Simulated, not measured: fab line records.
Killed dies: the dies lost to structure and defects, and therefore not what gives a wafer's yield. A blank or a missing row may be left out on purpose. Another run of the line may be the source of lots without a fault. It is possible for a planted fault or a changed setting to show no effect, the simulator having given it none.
2 desks, one fault :: flow sky130 :: every desk sees just its own numbers, and what lay behind them comes last

FROM THE METROLOGY DESK
What the gauges read for every lot (on any tool): the sampled wafers with a number, averaged. A lot is out of limits, marked OUT, if its mean lies more than 4 standard deviations from the usual mean; the brackets give that distance.
Columns: A = METAL2_ALCU_RS at SKY_METAL2_RS_MEAS_05, usual 0.1269 ohm/sq; B = METAL2_ALCU_THK at SKY_METAL2_THK_MEAS_06, usual 252.2 nm; C = cd-nm at SKY_METAL2_CD_MEAS_15, usual 140.5 nm; D = METAL2_OVL at SKY_METAL2_OVL_MEAS_16, usual -2 nm
lot: L911
first seen here: day 34 14:52
A: 0.1270
B: 252.7
C: 140.3
D: 0

lot: L914
first seen here: day 35 12:13
A: 0.1269
B: 251.4
C: 141.8
D: 4

lot: L916
first seen here: day 36 06:58
A: 0.1267
B: 253.5
C: 137.9
D: -4

lot: L918
first seen here: day 36 21:30
A: 0.1265
B: 253.4
C: 141.2
D: 2

lot: L917
first seen here: day 36 23:30
A: 0.1256
B: 254.4
C: 141.1
D: -4

lot: L919
first seen here: day 37 08:18
A: 0.1258
B: 253.9
C: 140.8
D: -8

lot: L920
first seen here: day 37 21:52
A: 0.1265
B: 253.0
C: 138.9
D: -5

lot: L925
first seen here: day 39 05:20
A: 0.1207 (-4.8) OUT
B: 267.0 (+5.3) OUT
C: 143.8
D: -5

lot: L929
first seen here: day 40 14:56
A: 0.1276
B: 250.5
C: 138.9
D: 3

lot: L930
first seen here: day 40 18:16
A: 0.1282
B: 248.8
C: 141.0
D: 3
This desk's result: L925 out of limits, first on L925 (METAL2_ALCU_RS at SKY_METAL2_RS_MEAS_05), day 39 05:20. In limits: L911, L914, L916, L918, L917, L919, L920, L929, L930.

THE TOOL OWNER'S DESK: pvd-sputter-03
The tool's own readings at SKY_METAL2_SPUTTER_02 (material AlCu, target thk 250 nm, time 13.3 s): means of the sampled wafers that have a number, for each lot that ran on this tool. A lot is out of limits, marked OUT, if its mean lies more than 4 standard deviations from the usual mean; the brackets give that distance.
Columns: A = throttle-valve-pct at SKY_METAL2_SPUTTER_02, usual 30.1 %
lot: L917
first seen here: day 36 23:24
A: 30.8

lot: L919
first seen here: day 37 08:11
A: 30.8

lot: L920
first seen here: day 37 21:46
A: 29.5

lot: L925
first seen here: day 39 05:15
A: 30.2
Result from this desk: across the 4 lots, nothing is out of limits.

ALL TOGETHER
Metrology desk: alarm possible at day 39 05:20 on L925.
The tool owner's desk saw nothing out of limits.
The tool owner's desk has L925 on record, within its limits.
Every lot named ran SKY_METAL2_SPUTTER_02 on pvd-sputter-03.

WHAT WAS PUT IN BY THE SIMULATOR
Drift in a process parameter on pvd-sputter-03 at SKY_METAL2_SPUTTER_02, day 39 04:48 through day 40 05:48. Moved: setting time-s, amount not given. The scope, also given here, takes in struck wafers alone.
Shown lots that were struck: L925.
Per desk, hours elapsed from the start of the fault to the first reading out of limits: for the metrology desk, 1.
